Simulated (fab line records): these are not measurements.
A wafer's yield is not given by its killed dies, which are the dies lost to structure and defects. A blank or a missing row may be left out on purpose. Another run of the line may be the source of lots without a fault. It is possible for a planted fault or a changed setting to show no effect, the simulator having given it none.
A struck lot beside a sound one :: flow gf180mcu :: 43 out of 602 route steps
Sound: the wafers L586.1, L586.2, L586.3. The struck wafers were L597.4, L597.5, L597.6. Last of all comes the cause.
For every step that has rows: the tool of each side, followed by ch and its chambers, followed by its first start. Under that, the readings that differ: sound wafers :: struck wafers :: difference of the means :: sigmas: that difference in standard deviations of wafers without a fault.
alike: readings whose means differ by less than 2 such deviations, and words and numbers that are the same on both sides. not compared: withheld readings, readings that some wafer has no value for, bounds like >300 that may hide the same value, and numbers for which the record gives no deviation and whose values overlap.
A row with sigmas, a row that says differs or no value, or rows on one side alone: a step with any of these is where the two part. Non-overlapping numbers with no deviation appear without sigmas and do not part them. A reading missing from all wafers of one side parts the sides only when that side holds two or more wafers.

GF_STI_CMP_25: polishes, stops on Si3N4, t overpolish 33 s, target thk 524.6 nm.
  sound on cmp-01 ch 0,2,3, day 3 04:49; struck on cmp-01 ch 0,1,3, day 5 13:40
  alike: motorCurrentA, overpolishRunS, platenRpm, timeToEndpointS
then, 4 steps without rows for these wafers: GF_STI_WET_ETCH_26 (etches SiO2 in dHF, target depth 94 nm, time 188 s); GF_STI_WET_ETCH_27 (etches Si3N4 in H3PO4, target depth 160 nm, time 1825 s); GF_STI_WET_ETCH_28 (etches SiO2 in dHF, target depth 20 nm, time 40 s); GF_STI_OXIDATION_29 (stabilise 600 s, purge 300 s, target thk 10 nm).
GF_STI_THK_MEAS_30:
  sound on filmMetro-01, day 3 07:17; struck on filmMetro-04, day 5 15:50
reading: STI_OXIDATION_02_THK (nm)
sound: 10.08 10.10 9.98
struck: 10.34 10.53 10.33
difference: +0.35
sigmas: +2
then, 6 steps without rows for these wafers: GF_DNWELL_DEHYDRATE_00 (time 60 s); GF_DNWELL_HMDS_01 (prime time 60 s); GF_DNWELL_COAT_02 (resist thk 3000 nm); GF_DNWELL_SOFTBAKE_03; GF_DNWELL_EXPOSE_04 (exposes mask DNWELL, target cd 1700 nm); GF_DNWELL_PEB_05.
GF_DNWELL_DEVELOP_06: develop time 60 s.
  sound on lithoTrack-03 ch 0, day 3 19:00; struck on lithoTrack-02 ch 0, day 6 06:00
following that, these wafers have no rows for 1 step: GF_DNWELL_IMPLANT_07.
GF_DNWELL_STRIP_08: strips in O2/N2.
  sound on plasmaAsher-04 ch 0,1, day 3 19:53; struck on plasmaAsher-02 ch 0,1, day 6 06:41
  alike: drypumpMotorCurrentA, heaterPowerW, oesProductAu, stripTimeToEndpointS
  not compared: rfHoursCounterH
GF_DNWELL_TW_MEAS_09:
  sound on filmMetro-03, day 3 19:59; struck on filmMetro-01, day 6 06:47
  alike: DNWELL_TW
then, 7 steps without rows for these wafers: GF_NWELL_DEHYDRATE_00 (time 60 s); GF_NWELL_HMDS_01 (prime time 60 s); GF_NWELL_COAT_02 (resist thk 3000 nm); GF_NWELL_SOFTBAKE_03; GF_NWELL_EXPOSE_04 (exposes mask Nwell, target cd 860 nm); GF_NWELL_PEB_05; GF_NWELL_DEVELOP_06 (develop time 60 s).
GF_NWELL_OVL_MEAS_07:
  sound on overlay-02, day 4 09:30; struck on overlay-02, day 6 22:52
  alike: NWELL_OVL
then, 2 steps without rows for these wafers: GF_NWELL_IMPLANT_08; GF_NWELL_IMPLANT_09.
GF_NWELL_STRIP_10: strips in O2/N2.
  sound on plasmaAsher-01 ch 0,1, day 4 09:50; struck on plasmaAsher-03 ch 0,1, day 6 23:13
  alike: drypumpMotorCurrentA, heaterPowerW, oesProductAu, stripTimeToEndpointS
  not compared: rfHoursCounterH
GF_NWELL_TW_MEAS_11:
  sound on filmMetro-03, day 4 09:56; struck on filmMetro-02, day 6 23:19
  alike: NWELL_TW
then, 7 steps without rows for these wafers: GF_LVPWELL_DEHYDRATE_00 (time 60 s); GF_LVPWELL_HMDS_01 (prime time 60 s); GF_LVPWELL_COAT_02 (resist thk 3000 nm); GF_LVPWELL_SOFTBAKE_03; GF_LVPWELL_EXPOSE_04 (exposes mask LVPWELL, target cd 600 nm); GF_LVPWELL_PEB_05; GF_LVPWELL_DEVELOP_06 (develop time 60 s).
GF_LVPWELL_OVL_MEAS_07:
  sound on overlay-02, day 4 23:55; struck on overlay-01, day 7 14:37
reading: LVPWELL_OVL (nm)
sound: -0.3 0.6 0.3
struck: -3.0 -3.6 -3.1
difference: -3.4
sigmas: -2
then, 2 steps without rows for these wafers: GF_LVPWELL_IMPLANT_08; GF_LVPWELL_IMPLANT_09.
GF_LVPWELL_STRIP_10: strips in O2/N2.
  sound on plasmaAsher-04 ch 0,1, day 5 00:14; struck on plasmaAsher-01 ch 0,1, day 7 14:58
  alike: drypumpMotorCurrentA, heaterPowerW, oesProductAu, stripTimeToEndpointS
  not compared: rfHoursCounterH
GF_LVPWELL_TW_MEAS_11:
  sound on filmMetro-04, day 5 00:20; struck on filmMetro-04, day 7 15:04
  alike: LVPWELL_TW
then, 2 steps without rows for these wafers: GF_MVSD_DEHYDRATE_00 (time 60 s); GF_MVSD_HMDS_01 (prime time 60 s).
-- the record jumps here: 26 days lie between the struck wafers' starts before and after (it left off in module MVSD and takes up again in module PASSIVATION, whose first step shown is number 602 of the route) --
GF_PASSIVATION_PROBE_99:
  the record has rows for the struck wafers here (prober-02, day 33 21:55) and none for the sound ones

== WHERE THEY PART ==
Earliest at GF_STI_THK_MEAS_30; latest, in this record, at GF_PASSIVATION_PROBE_99.

WHY: what the simulator had put in
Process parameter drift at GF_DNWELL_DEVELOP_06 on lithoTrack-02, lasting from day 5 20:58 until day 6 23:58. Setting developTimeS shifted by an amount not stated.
